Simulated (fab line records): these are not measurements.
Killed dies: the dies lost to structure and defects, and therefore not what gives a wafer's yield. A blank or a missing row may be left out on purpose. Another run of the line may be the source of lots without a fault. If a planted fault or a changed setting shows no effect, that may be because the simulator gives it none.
What tool caused it? | flow gf180mcu | 14 lots with 42 wafers sampled at 2 steps, on a route of 602 steps

## WHAT THE GAUGES SHOWED, per wafer
GF_CONTACT_BOW_MEAS_05. Usual: for CONTACT_BOW the level is 64 um and the standard deviation is 7.2.
lot  | measured     | on            | CONTACT_BOW (um) | flag
L282 | day 15 06:05 | film-metro-01 | 62 66 62         |
L283 | day 15 11:20 | film-metro-04 | 57 60 68         |
L284 | day 16 00:24 | film-metro-01 | 54 64 66         |
L285 | day 16 11:44 | film-metro-04 | 57 61 56         |
L288 | day 17 06:11 | film-metro-01 | 63 70 59         |
L289 | day 17 16:46 | film-metro-01 | 62 73 64         |
L290 | day 18 03:00 | film-metro-03 | 70 67 57         |
L292 | day 18 21:08 | film-metro-03 | 56 55 70         |
L291 | day 18 22:37 | film-metro-01 | 58 57 59         |
L293 | day 19 05:47 | film-metro-03 | 61 76 66         |
L295 | day 19 19:35 | film-metro-01 | 66 68 60         |
L299 | day 21 11:53 | film-metro-04 | 62 67 61         |
L301 | day 22 00:04 | film-metro-04 | 61 54 49         |
L302 | day 22 05:38 | film-metro-04 | 72 69 66         |

GF_CONTACT_OVL_MEAS_15. Usual: for CONTACT_OVL the level is -2 nm and the standard deviation is 5.6.
lot  | measured     | on         | CONTACT_OVL (nm) | flag
L282 | day 16 04:27 | overlay-02 | -4 -7 -4         |
L283 | day 16 09:18 | overlay-01 | -8 2 -6          |
L284 | day 16 23:34 | overlay-02 | -5 -4 -5         |
L285 | day 17 10:35 | overlay-02 | -9 -2 -6         |
L288 | day 18 05:25 | overlay-01 | 10 10 8          |
L289 | day 18 17:13 | overlay-02 | -7 -10 -9        |
L290 | day 19 03:15 | overlay-01 | -1 -2 -1         |
L292 | day 19 21:08 | overlay-01 | -4 0 -7          |
L291 | day 19 23:29 | overlay-02 | 3 -1 -8          |
L293 | day 20 06:32 | overlay-02 | 0 -5 -2          |
L295 | day 20 19:38 | overlay-01 | -5 -3 -7         |
L299 | day 22 11:38 | overlay-01 | -1 -5 0          |
L301 | day 22 23:22 | overlay-02 | 11 9 1           |
L302 | day 23 04:53 | overlay-02 | -6 -5 -6         |

## EACH LOT AND THE TOOL THAT RAN IT (in order: tool; ch and the chambers of the sampled wafers; start)
The record shows no process step preceding these readings.

## AS READ BY THE TOOLS THEMSELVES (means over the sampled wafers that have a number; for cases with no such wafer, the mark the record gives instead)
The record holds no such reading with a usual standard deviation.

## THE ANSWER, worked out from the rows above alone
Rule: a lot is off if the mean of its wafers that have a number lies more than 3 standard deviations from the usual mean. Also off: a lot with no number at a reading for which 4 or more lots have one. Where the step has rows for the other lots, those lots are counted as sound. The gauges are gone through in route order, then the tools' own readings, and for those a lot's mean is taken as printed above. At the first step where some lot is off, the reading lying furthest off is the one used; lots without a number count as furthest.
None of the lots is off at any reading shown; this tells nothing.

## WHAT THE SIMULATOR HAD PUT IN
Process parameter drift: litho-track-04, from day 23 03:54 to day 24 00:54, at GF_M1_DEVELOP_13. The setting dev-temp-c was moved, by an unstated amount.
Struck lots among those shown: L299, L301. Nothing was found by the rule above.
